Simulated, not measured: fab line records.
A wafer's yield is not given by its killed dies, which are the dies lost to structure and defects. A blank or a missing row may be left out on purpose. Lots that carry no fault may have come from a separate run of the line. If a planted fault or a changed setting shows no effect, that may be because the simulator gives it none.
Which of the tools did it? :: flow gf180mcu :: at 1 step of a route of 602, 6 lots with 18 wafers sampled

WHAT EACH GAUGE READ, for each wafer
GF_VT_IMPLANT_RS_MEAS_49: a four-point-probe measurement.
lot: L715
measured: day 8 09:59
on: film-metro-04
MVPSD_RS (ohm/sq): 1167.5 1167.4 1165.5

lot: L720
measured: day 9 17:25
on: film-metro-01
MVPSD_RS (ohm/sq): 1168.5 1172.0 1171.5

lot: L722
measured: day 10 07:02
on: film-metro-02
MVPSD_RS (ohm/sq): 1165.1 1162.7 1164.7

lot: L725
measured: day 11 03:15
on: film-metro-02
MVPSD_RS (ohm/sq): 1170.1 1162.7 1164.8

lot: L733
measured: day 13 07:26
on: film-metro-04
MVPSD_RS (ohm/sq): 1161.7 1160.4 1163.8

lot: L735
measured: day 13 16:46
on: film-metro-04
MVPSD_RS (ohm/sq): 1166.9 1167.3 1168.7

EACH LOT AND THE TOOL THAT RAN IT (in order: tool; ch and the chambers of the sampled wafers; start)
The record holds no process step before these readings.

THE ANSWER, worked out from the rows above alone
Rule: usual is defined by the lots themselves. Put in order of their means at a reading, lots are off if they are a third of the lots or fewer, leave a main group of 4 or more, and stand apart from it by a gap of 3 or more times the standard deviation of the main group's means; of several such gaps the widest counts. Not used: any main group whose means are identical at the precision the tables above print for the reading. Also off: a lot with no number at a reading for which 4 or more lots have one. Where the step has rows for the other lots, those lots are counted as sound.
No lot is off at any reading shown: from this, nothing can be told.

WHAT THE SIMULATOR HAD INSERTED
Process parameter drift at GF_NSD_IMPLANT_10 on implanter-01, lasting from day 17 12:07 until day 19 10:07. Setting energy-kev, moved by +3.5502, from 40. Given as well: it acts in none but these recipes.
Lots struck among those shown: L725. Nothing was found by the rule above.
